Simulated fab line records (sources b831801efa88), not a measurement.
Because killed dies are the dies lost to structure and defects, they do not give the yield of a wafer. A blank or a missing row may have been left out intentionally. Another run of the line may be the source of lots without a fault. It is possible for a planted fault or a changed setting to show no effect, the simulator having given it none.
A lot that was struck, set against a sound lot | flow sky130 | 15 steps out of a route of 708
Sound: these wafers, L634.3, L634.4, L634.6. Struck: wafers L643.1, L643.3, L643.4. The cause is given at the end.
Per side, at each step with rows, come the tool, then ch with its chambers, and then its first start. Under that, the readings that differ: sound wafers | struck wafers | difference of the means | sigmas: that difference in standard deviations of wafers without a fault.
alike: readings with means less than 2 such deviations apart, plus words and numbers identical on both sides. not compared: withheld readings, readings lacking a value on some wafer, bounds such as >300 that could conceal the same value, and numbers that have no deviation in the record and whose values overlap.
Wherever a step has rows on one side only, a row that says differs or no value, or a row with sigmas, the two part there. Numbers that have no deviation but don't overlap get no sigmas and don't part them. A reading that every wafer of one side lacks parts them only if that side has two wafers or more.

first, 2 steps without rows for these wafers: SKY_NWELL_IMPLANT_12; SKY_NWELL_IMPLANT_13.
SKY_NWELL_STRIP_14: strips in O2/N2.
  sound on plasma_asher-02 ch 0,1, day 7 06:31; struck on plasma_asher-02 ch 0,1, day 9 07:37
  alike: drypump_motor_current_A, oes_product_au, strip_time_to_endpoint_s
  not compared: rf_hours_counter_h
SKY_NWELL_TW_MEAS_15:
  sound on film_metro-04, day 7 06:36; struck on film_metro-02, day 9 07:43
  alike: NWELL_TW
then, 7 steps without rows for these wafers: SKY_NWELL_DEHYDRATE_16 (time 60 s); SKY_NWELL_HMDS_17 (prime time 60 s); SKY_NWELL_COAT_18 (resist thk 3000 nm); SKY_NWELL_SOFTBAKE_19; SKY_NWELL_EXPOSE_20 (exposes mask NWM COMPLEMENT, target cd 840 nm); SKY_NWELL_PEB_21; SKY_NWELL_DEVELOP_22 (develop time 60 s).
SKY_NWELL_OVL_MEAS_23:
  sound on overlay-01, day 8 02:54; struck on overlay-01, day 10 03:53
  alike: NWELL_01_OVL
SKY_NWELL_IMPLANT_24:
  sound on implanter-02 ch 0, day 8 02:58; struck on implanter-04 ch 0, day 10 03:56
  reading            | sound                         | struck                           | difference  | sigmas
  dose_ions_cm2      | 9.181e+12 9.195e+12 9.201e+12 | 4.6963e+13 4.6967e+13 4.6962e+13 | +3.7772e+13 | +99 or more
  faraday_current_uA | 52.2 51.1 51.8                | 266.6 260.6 257.8                | +210.0      | +99 or more
SKY_NWELL_STRIP_25: strips in O2/N2.
  sound on plasma_asher-02 ch 0,1, day 8 03:06; struck on plasma_asher-02 ch 0,1, day 10 04:05
  alike: drypump_motor_current_A, oes_product_au, strip_time_to_endpoint_s
  not compared: rf_hours_counter_h
SKY_NWELL_TW_MEAS_26:
  sound on film_metro-02, day 8 03:11; struck on film_metro-01, day 10 04:25
  reading    | sound       | struck      | difference | sigmas
  NWELL_2_TW | 497 500 497 | 823 824 822 | +325       | +61
  not compared: hold

== WHERE THEY PART ==
At SKY_NWELL_IMPLANT_24 first; at SKY_NWELL_TW_MEAS_26 last (within this record only).

WHY: what had been put in by the simulator
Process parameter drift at SKY_NWELL_IMPLANT_24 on implanter-04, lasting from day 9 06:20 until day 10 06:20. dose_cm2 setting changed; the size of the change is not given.
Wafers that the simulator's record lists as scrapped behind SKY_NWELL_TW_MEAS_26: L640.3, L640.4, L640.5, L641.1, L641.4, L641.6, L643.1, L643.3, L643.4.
